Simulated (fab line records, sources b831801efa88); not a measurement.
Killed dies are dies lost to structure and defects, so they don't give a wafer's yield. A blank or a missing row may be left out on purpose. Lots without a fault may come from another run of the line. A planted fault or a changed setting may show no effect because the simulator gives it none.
Chamber matching | flow gf180mcu | GF_CONTACT_CVD_02 on pecvd-03: 3 sister chambers
The step deposits SiO2 from TEOS, target thk 860 nm, time 95.992 s. 14 wafers are shown with their chamber, then 7 later ones without.

WAFERS WITH THEIR CHAMBER
wafer  | chamber | heater_power_w (W)
L935.1 | 0       | 702
L935.3 | 2       | 401
L935.4 | 1       | 616
L936.2 | 1       | 540
L936.4 | 2       | 364
L936.5 | 0       | 745
L937.1 | 1       | 610
L937.5 | 0       | 603
L937.6 | 1       | 622
L942.2 | 2       | 427
L942.4 | 0       | 684
L942.5 | 2       | 465
L949.2 | 1       | 514
L949.4 | 1       | 544

SIGNATURES (means of the wafers above)
reading        | chamber 0 | chamber 1 | chamber 2 | scatter within a chamber
heater_power_w | 683.50    | 574.33    | 414.25    | 49.6
Rule: a wafer's distance from a chamber is the root of the sum, over the readings, of the square of ((its reading less the chamber's mean) divided by the reading's scatter). The wafer belongs to the nearest chamber; if the next one is less than 2 further off, it can't be placed. The scatter: the root of (the sum of the squares of (reading less its chamber's mean) over the shown wafers, divided by (wafers less chambers)).

WAFERS WITHOUT THEIR CHAMBER
wafer  | heater_power_w (W)
L949.6 | 609
L954.2 | 403
L954.4 | 504
L954.6 | 446
L955.4 | 600
L955.5 | 456
L955.6 | 757

WHICH CHAMBER EACH WENT THROUGH
wafer  | from the rows above     | in truth
L949.6 | can't be placed: 1 or 0 | 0
L954.2 | 2                       | 2
L954.4 | can't be placed: 1 or 2 | 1
L954.6 | can't be placed: 2 or 1 | 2
L955.4 | can't be placed: 1 or 0 | 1
L955.5 | can't be placed: 2 or 1 | 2
L955.6 | 0                       | 0
Placed correctly: 2 of 7. Can't be placed from these rows: 5 (the true chamber is among the candidates in 5). Placed wrongly: 0.
